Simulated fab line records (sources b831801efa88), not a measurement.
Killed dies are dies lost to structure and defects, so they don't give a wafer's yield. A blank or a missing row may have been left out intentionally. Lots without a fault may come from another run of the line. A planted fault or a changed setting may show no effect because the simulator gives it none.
Chamber matching    flow sky130    rie-diel-03 running SKY_LI_CONTACT_ETCH_15: 4 sister chambers
The step etches PSG in C4F8/O2/Ar, stops on Si, target depth 600 nm. 4 wafers are shown with their chamber, then 11 later ones without.

== EACH WAFER AND ITS CHAMBER ==
wafer   chamber  oes-product-au (a.u.)
L085.3  1        0.845
L090.1  0        0.833
L090.5  2        0.846
L093.3  3        0.840

== WAFERS WITHOUT THEIR CHAMBER ==
wafer   oes-product-au (a.u.)
L093.4  0.835
L093.6  0.835
L094.3  0.843
L094.4  0.836
L094.6  0.832
L096.1  0.835
L096.2  0.838
L096.5  0.841
L097.1  0.835
L097.4  0.838
L097.5  0.840

== THE CHAMBER EACH PASSED THROUGH ==
wafer    from the rows above            in truth
L093.4   can't be placed: 0 or 3        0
L093.6   can't be placed: 0 or 3        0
L094.3   can't be placed: 1 or 2 or 3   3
L094.4   can't be placed: 0 or 3        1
L094.6   0                              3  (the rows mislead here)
L096.1   can't be placed: 0 or 3        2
L096.2   can't be placed: 3 or 0        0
L096.5   can't be placed: 3 or 1        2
L097.1   can't be placed: 0 or 3        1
L097.4   can't be placed: 3 or 0        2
L097.5   3                              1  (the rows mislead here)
Correctly placed: 0 of 11. Can't be placed from these rows: 9 (the true chamber is among the candidates in 4). Placed wrongly: 2.
How it was worked out, from the rows above alone: a wafer's distance from a chamber is the root of the sum, over the readings, of the square of ((its reading less the chamber's mean) divided by the reading's scatter). If the next closest chamber is less than 2 further off than the closest, the wafer can't be placed; otherwise it belongs to the closest. A chamber's mean is the mean of its shown wafers. The scatter (one wafer shown for each chamber): square how far every hidden wafer sits from the nearest shown wafer, average those squares and take the square root.
